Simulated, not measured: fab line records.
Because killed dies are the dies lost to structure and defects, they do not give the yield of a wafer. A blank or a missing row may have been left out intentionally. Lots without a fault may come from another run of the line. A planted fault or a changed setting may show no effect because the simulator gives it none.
Chamber matching	flow sky130	cmp-02 running SKY_VIA1_CMP_02: 4 sister chambers
The step polishes SiO2. 8 wafers are shown with their chamber, then 7 later ones without.

EACH WAFER AND ITS CHAMBER
wafer	chamber	motor current A (A)	platen rpm (rpm)
L971.5	0	11.0	59.91
L977.2	2	11.4	59.98
L977.6	2	12.1	60.01
L979.2	1	12.7	60.00
L979.3	3	10.9	59.98
L979.4	0	10.8	60.01
L980.1	3	10.6	59.96
L980.4	1	12.4	60.07

WAFERS WITHOUT THEIR CHAMBER
wafer	motor current A (A)	platen rpm (rpm)
L980.5	9.8	60.02
L988.2	11.5	60.01
L988.4	11.8	60.07
L988.6	11.0	59.95
L989.1	11.2	60.02
L989.5	10.7	59.99
L989.6	10.8	59.96

EACH ONE'S CHAMBER
wafer	from the rows above	in truth
L980.5	can't be placed: 3 or 0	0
L988.2	can't be placed: 2 or 0 or 3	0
L988.4	can't be placed: 2 or 1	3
L988.6	can't be placed: 0 or 3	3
L989.1	can't be placed: 0 or 3 or 2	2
L989.5	can't be placed: 3 or 0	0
L989.6	can't be placed: 3 or 0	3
Correct placement for 0 of the 7. These rows do not allow placing 7 (true chamber among the candidates in 6). Placed wrongly: 0.
How it was worked out, from the rows above alone: a wafer's distance from a chamber is the root of the sum, over the readings, of the square of ((its reading less the chamber's mean) divided by the reading's scatter). If the next closest chamber is less than 2 further off than the closest, the wafer can't be placed; otherwise it belongs to the closest. Each chamber's mean is taken over the wafers shown for it. How the scatter is found: for the shown wafers, subtract from each reading the mean of its chamber, square and add these, divide the total by (wafers less chambers), then take the root.
